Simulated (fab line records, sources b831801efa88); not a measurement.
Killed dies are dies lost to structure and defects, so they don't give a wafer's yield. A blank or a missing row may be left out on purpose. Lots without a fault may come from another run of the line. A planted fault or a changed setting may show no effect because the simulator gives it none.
A struck lot beside a sound one | flow sky130 | 17 steps out of a route of 708
Sound: wafers L389.1, L389.3, L389.6. Struck: wafers L386.1, L386.3, L386.6. The cause comes at the end.
At each step with rows: each side's tool, then ch and its chambers, then its first start. Under that, the readings that differ: sound wafers | struck wafers | difference of the means | sigmas: that difference in standard deviations of wafers without a fault.
alike: readings whose means differ by less than 2 such deviations, and words and numbers that are the same on both sides. not compared: withheld readings, readings that some wafer has no value for, bounds like >300 that may hide the same value, and numbers for which the record gives no deviation and whose values overlap.
The two part at a step that has a row with sigmas, a row that says differs or no value, or rows on one side only. Numbers that don't overlap but have no deviation are shown without sigmas and don't part them. A reading that every wafer of one side lacks parts them only if that side has two wafers or more.

first, 1 step without rows for these wafers: SKY_LDD_HVP_IMPLANT_08.
SKY_LDD_HVP_STRIP_09: strips in O2/N2.
  sound on plasma_asher-01 ch 1, day 27 15:17; struck on plasma_asher-02 ch 0,1, day 26 11:45
  alike: drypump_motor_current_A, o2_flow_sccm, oes_product_au, strip_time_to_endpoint_s
  not compared: rf_hours_counter_h
SKY_LDD_HVP_TW_MEAS_10:
  sound on film_metro-03, day 27 15:23; struck on film_metro-03, day 26 11:51
  alike: LDD_HVP_TW
then, 7 steps without rows for these wafers: SKY_LDD_LDN_DEHYDRATE_00 (time 60 s); SKY_LDD_LDN_HMDS_01 (prime time 60 s); SKY_LDD_LDN_COAT_02 (resist thk 1140 nm); SKY_LDD_LDN_SOFTBAKE_03 (time 60 s); SKY_LDD_LDN_EXPOSE_04 (exposes mask LDNTM, target cd 700 nm); SKY_LDD_LDN_PEB_05; SKY_LDD_LDN_DEVELOP_06 (develop time 60 s).
SKY_LDD_LDN_OVL_MEAS_07:
  sound on overlay-02, day 28 20:36; struck on overlay-02, day 27 16:46
  alike: LDD_LDN_OVL
then, 1 step without rows for these wafers: SKY_LDD_LDN_IMPLANT_08.
SKY_LDD_LDN_IMPLANT_09:
  sound on implanter-03 ch 0, day 28 20:47; struck on implanter-01, day 27 16:57
  no value came back on the struck wafers for any of 6 readings (beam_energy_keV, beam_on_s (s) and others); on the sound wafers beam_energy_keV reads 15.009 15.006 15.006
then, 2 steps without rows for these wafers: SKY_LDD_LDN_IMPLANT_10; SKY_LDD_LDN_IMPLANT_11.
SKY_LDD_LDN_STRIP_12: strips in O2/N2.
  sound on plasma_asher-04 ch 0,1, day 28 21:14; struck on plasma_asher-02 ch 0,1, day 27 17:24
  alike: drypump_motor_current_A, o2_flow_sccm, oes_product_au, strip_time_to_endpoint_s
  not compared: rf_hours_counter_h
SKY_LDD_LDN_TW_MEAS_13:
  sound on film_metro-04, day 28 21:20; struck on film_metro-01, day 27 17:43
  reading    | sound          | struck         | difference | sigmas
  LDD_LDN_TW | 1473 1471 1474 | 1359 1355 1357 | -116       | -12
  not compared: hold

WHERE THEY PART
First at SKY_LDD_LDN_IMPLANT_09; last, within this record, at SKY_LDD_LDN_TW_MEAS_13.

WHY: what the simulator had put in
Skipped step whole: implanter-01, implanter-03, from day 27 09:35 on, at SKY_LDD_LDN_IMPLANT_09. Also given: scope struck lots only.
